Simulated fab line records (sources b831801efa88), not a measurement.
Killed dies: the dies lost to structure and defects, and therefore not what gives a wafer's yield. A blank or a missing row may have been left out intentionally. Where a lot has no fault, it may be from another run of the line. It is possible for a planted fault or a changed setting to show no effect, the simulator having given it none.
A sampling plan put to the test -- flow sky130 -- each of the 24 faults these records tell of, on one fab line, judged from the records of the lots it struck
Plan = the line's own looks (route steps where a gauge or an inspection reads the wafer without altering it). A look is open to judgement when struck wafers have a number at it and the file gives its usual mean and standard deviation on fault-free wafers. Caught: a look later than the fault's first step finds the struck wafers' mean 4 or more of those standard deviations (sigma) from the usual mean. On the tool: the same test on the tool's own readings at the fault's steps. It also counts as caught if the struck wafers ran another recipe or if their record alone is blank.

THE FAULTS, as the simulator had put them in
1. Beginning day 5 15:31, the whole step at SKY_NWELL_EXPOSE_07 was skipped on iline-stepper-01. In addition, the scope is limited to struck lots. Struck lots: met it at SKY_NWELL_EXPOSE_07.
2. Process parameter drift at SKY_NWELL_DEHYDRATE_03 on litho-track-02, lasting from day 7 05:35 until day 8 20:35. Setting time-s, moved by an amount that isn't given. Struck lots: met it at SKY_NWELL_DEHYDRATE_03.
3. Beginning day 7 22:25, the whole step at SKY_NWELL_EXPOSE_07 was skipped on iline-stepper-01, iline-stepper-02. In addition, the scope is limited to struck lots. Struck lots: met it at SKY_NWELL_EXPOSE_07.
4. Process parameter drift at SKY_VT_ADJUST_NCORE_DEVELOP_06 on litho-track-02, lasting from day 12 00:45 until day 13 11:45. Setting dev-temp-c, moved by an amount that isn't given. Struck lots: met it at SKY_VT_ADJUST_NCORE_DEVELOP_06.
5. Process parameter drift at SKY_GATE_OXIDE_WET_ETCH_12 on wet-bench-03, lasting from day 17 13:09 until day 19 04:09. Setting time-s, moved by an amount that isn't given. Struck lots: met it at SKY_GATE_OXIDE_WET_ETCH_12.
6. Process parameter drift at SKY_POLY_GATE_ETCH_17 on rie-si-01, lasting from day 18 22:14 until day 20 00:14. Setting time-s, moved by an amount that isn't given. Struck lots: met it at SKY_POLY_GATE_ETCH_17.
7. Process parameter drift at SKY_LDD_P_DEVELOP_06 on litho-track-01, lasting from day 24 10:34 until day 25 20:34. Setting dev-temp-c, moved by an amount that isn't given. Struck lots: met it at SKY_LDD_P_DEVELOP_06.
8. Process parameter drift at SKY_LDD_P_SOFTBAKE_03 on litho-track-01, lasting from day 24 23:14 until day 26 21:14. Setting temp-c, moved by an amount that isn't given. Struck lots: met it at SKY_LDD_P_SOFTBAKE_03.
9. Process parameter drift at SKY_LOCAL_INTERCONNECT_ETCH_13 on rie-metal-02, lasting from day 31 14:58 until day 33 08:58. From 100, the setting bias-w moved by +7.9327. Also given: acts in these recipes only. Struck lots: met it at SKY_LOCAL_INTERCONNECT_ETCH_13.
10. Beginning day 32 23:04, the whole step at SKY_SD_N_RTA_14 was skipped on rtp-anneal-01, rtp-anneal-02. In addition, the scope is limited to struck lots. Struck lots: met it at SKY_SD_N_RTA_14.
11. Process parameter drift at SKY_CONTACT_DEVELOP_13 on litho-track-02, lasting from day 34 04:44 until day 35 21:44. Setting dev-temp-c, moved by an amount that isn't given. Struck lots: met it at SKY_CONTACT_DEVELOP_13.
12. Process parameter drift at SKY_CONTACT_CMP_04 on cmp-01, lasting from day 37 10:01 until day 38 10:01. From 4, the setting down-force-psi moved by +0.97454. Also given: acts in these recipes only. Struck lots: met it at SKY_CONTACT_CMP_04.
13. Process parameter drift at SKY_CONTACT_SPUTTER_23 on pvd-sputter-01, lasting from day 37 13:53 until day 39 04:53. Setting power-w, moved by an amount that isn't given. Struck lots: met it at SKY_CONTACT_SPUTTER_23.
14. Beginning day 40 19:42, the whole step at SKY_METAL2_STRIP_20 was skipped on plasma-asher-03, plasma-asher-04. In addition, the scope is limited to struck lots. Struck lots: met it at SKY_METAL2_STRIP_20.
15. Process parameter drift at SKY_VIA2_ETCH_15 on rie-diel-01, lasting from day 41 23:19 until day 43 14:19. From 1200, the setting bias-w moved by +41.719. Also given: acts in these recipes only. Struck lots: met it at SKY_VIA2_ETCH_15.
16. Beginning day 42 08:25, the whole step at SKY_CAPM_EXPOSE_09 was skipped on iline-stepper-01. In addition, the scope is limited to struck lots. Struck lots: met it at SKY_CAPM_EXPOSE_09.
17. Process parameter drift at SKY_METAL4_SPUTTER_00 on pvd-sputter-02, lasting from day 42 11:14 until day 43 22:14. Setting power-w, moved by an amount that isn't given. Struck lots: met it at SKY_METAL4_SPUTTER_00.
18. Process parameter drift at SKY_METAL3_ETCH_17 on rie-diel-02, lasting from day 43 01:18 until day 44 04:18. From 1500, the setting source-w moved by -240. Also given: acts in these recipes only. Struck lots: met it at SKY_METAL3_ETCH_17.
19. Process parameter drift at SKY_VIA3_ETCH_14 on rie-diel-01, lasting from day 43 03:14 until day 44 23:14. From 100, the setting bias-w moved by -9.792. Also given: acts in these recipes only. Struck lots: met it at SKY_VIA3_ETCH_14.
20. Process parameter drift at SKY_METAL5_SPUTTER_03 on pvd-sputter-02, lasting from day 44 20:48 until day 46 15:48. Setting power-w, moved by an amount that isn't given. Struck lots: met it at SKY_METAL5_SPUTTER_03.
21. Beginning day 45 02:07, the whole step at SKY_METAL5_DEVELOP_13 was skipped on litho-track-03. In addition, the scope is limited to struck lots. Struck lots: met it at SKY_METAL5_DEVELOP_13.
22. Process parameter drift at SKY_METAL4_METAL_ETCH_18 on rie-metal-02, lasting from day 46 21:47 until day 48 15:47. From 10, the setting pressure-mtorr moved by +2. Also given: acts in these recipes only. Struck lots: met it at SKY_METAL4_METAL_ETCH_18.
23. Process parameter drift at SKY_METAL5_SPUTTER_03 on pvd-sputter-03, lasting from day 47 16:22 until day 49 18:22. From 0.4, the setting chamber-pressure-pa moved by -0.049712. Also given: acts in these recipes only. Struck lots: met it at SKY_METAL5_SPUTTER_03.
24. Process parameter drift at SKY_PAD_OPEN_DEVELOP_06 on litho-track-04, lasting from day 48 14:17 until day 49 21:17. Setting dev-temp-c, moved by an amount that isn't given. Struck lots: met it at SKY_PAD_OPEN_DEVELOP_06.

WHAT THE PLAN SAW
fault,on the tool itself,first look that catches it,"reading, sigma",median hours from its first step to that look,hours from the fault's start to the first struck lot there,judged looks passed uncaught
1,no reading that can be judged,not the one look that can be judged after it,-,-,-,1
2,heater-power-total-W +28 sigma,not the one look that can be judged after it,-,-,-,1
3,no reading that can be judged,not the one look that can be judged after it,-,-,-,1
4,developer-temp-C +6.2 sigma,not the one look that can be judged after it,-,-,-,1
5,run-length-s -5.9 sigma,not the one look that can be judged after it,-,-,-,1
6,run-length-s +4.5 sigma,not the one look that can be judged after it,-,-,-,1
7,developer-temp-C -5.8 sigma,not the one look that can be judged after it,-,-,-,1
8,heater-power-total-W -58 sigma,none of the 2 looks that can be judged after it,-,-,-,2
9,bias-w +29 sigma,no look after it can be judged,-,-,-,0
10,the tool's record is blank for the struck wafers,no look after it can be judged,-,-,-,0
11,developer-temp-C -8.7 sigma,no look after it can be judged,-,-,-,0
12,head-pressure-psi +99 or beyond sigma,not the one look that can be judged after it,-,-,-,1
13,cathode-dc-power-W +99 or beyond sigma,not the one look that can be judged after it,-,-,-,1
14,the tool's record is blank for the struck wafers,no look after it can be judged,-,-,-,0
15,bias-w +11 sigma,no look after it can be judged,-,-,-,0
16,no reading that can be judged,no look after it can be judged,-,-,-,0
17,cathode-dc-power-W -99 or beyond sigma,not the one look that can be judged after it,-,-,-,1
18,rf-fwd-power-W -35 sigma,no look after it can be judged,-,-,-,0
19,bias-w -31 sigma,no look after it can be judged,-,-,-,0
20,cathode-dc-power-W -99 or beyond sigma,no look after it can be judged,-,-,-,0
21,the tool's record is blank for the struck wafers,no look after it can be judged,-,-,-,0
22,chamber-pressure-mTorr +99 or beyond sigma,no look after it can be judged,-,-,-,0
23,chamber-pressure-pa -67 sigma,not the one look that can be judged after it,-,-,-,1
24,developer-temp-C +8.5 sigma,no look after it can be judged,-,-,-,0
A dash: the fault isn't caught, or these records don't give the number.

Caught at a look: 0 of 24. Caught on the tool: 21 of 24. By one or the other: 21 of 24.
Caught on the tool alone: faults 2, 4, 5, 6, 7, 8, 9, 10, 11, 12, 13, 14, 15, 17, 18, 19, 20, 21, 22, 23, 24.
Caught by neither: faults 1, 3, 16.
